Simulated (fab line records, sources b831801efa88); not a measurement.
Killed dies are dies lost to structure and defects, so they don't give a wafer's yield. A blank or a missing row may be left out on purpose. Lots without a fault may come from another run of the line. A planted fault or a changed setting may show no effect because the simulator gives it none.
One fault seen from 2 desks | flow sky130 | each desk has only its own numbers; what lay behind them comes last

THE METROLOGY DESK
What the gauges read, lot by lot, whatever tool the lot ran on: means of the sampled wafers that have a number. A lot is out of limits, marked OUT, if its mean lies more than 4 standard deviations from the usual mean; the brackets give that distance.
Columns: A = SD_N_OVL at SKY_SD_N_OVL_MEAS_08, usual 0.8 nm; B = SD_N_RS at SKY_SD_N_RS_MEAS_16, usual 68.56 ohm/sq; C = SD_P_RS at SKY_SD_N_RS_MEAS_17, usual 147.1 ohm/sq; D = LI_CONTACT_BOW at SKY_LI_CONTACT_BOW_MEAS_03, usual 56 um
lot  | first seen here | A    | B     | C                | D
L379 | day 28 14:20    | -1.1 | 68.66 | 147.4            | 59
L384 | day 29 14:23    | 0.7  | 68.56 | 146.9            | 51
L386 | day 30 09:31    | 1.3  | 68.41 | 146.9            | 53
L385 | day 30 12:20    | 2.7  | 68.67 | 147.4            | 60
L387 | day 30 12:37    | -0.1 | 68.60 | 147.3            | 50
L388 | day 31 00:43    | -0.3 | 68.61 | 147.2            | 56
L389 | day 31 10:57    | 0.2  | 68.44 | 146.8            | 59
L390 | day 31 19:20    | 0.6  | 68.55 | 146.9            | 60
L392 | day 32 05:50    | 2.4  | 68.64 | 147.0            | 58
L394 | day 32 18:22    | 0.1  | 68.63 | 147.0            | 54
L399 | day 34 13:04    | -0.2 | 68.17 | 144.2 (-8.8) OUT | 57
L401 | day 34 22:06    | 1.7  | 68.61 | 147.4            | 55
This desk's finding: out of limits on L399; first on L399, day 34 13:54 (SD_P_RS at SKY_SD_N_RS_MEAS_17). In limits: L379, L384, L386, L385, L387, L388, L389, L390, L392, L394, L401.

THE TOOL OWNER'S DESK: rtp_anneal-02
The tool's own readings at SKY_SD_N_RTA_14 (time 2 s): means of the sampled wafers that have a number, for each lot that ran on this tool. A lot is out of limits, marked OUT, if its mean lies more than 4 standard deviations from the usual mean; the brackets give that distance.
Columns: A = lamp_power_pct at SKY_SD_N_RTA_14, usual 15.74 %; B = ramp_down_c_per_s at SKY_SD_N_RTA_14, usual 90.001; C = wafer_temp_C_max at SKY_SD_N_RTA_14, usual 1077.9
lot  | first seen here | A     | B      | C
L379 | day 28 14:53    | 15.70 | 89.990 | 1078.2
L386 | day 30 10:04    | 15.72 | 89.998 | 1077.8
L387 | day 30 13:10    | 15.68 | 89.998 | 1078.1
L389 | day 31 11:30    | 15.75 | 89.980 | 1076.8
L399 | day 34 13:37    | 15.74 | 90.023 | 1083.6 (+4.7) OUT
This desk's finding: out of limits on L399; first on L399, day 34 13:37 (wafer_temp_C_max at SKY_SD_N_RTA_14). In limits: L379, L386, L387, L389.

PUT TOGETHER
The tool owner's desk could have raised an alarm at day 34 13:37, on L399.
The metrology desk could have raised an alarm at day 34 13:54, on L399.
Of the lots named, all ran SKY_SD_N_RTA_14 on rtp_anneal-02.

WHAT THE SIMULATOR HAD PUT IN
Process parameter drift: rtp_anneal-02, from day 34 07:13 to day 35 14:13, at SKY_SD_N_RTA_14. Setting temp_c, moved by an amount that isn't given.
Lots struck among those shown: L399.
Hours from the fault's start to each desk's first reading out of limits: the tool owner's desk, 6; the metrology desk, 7.
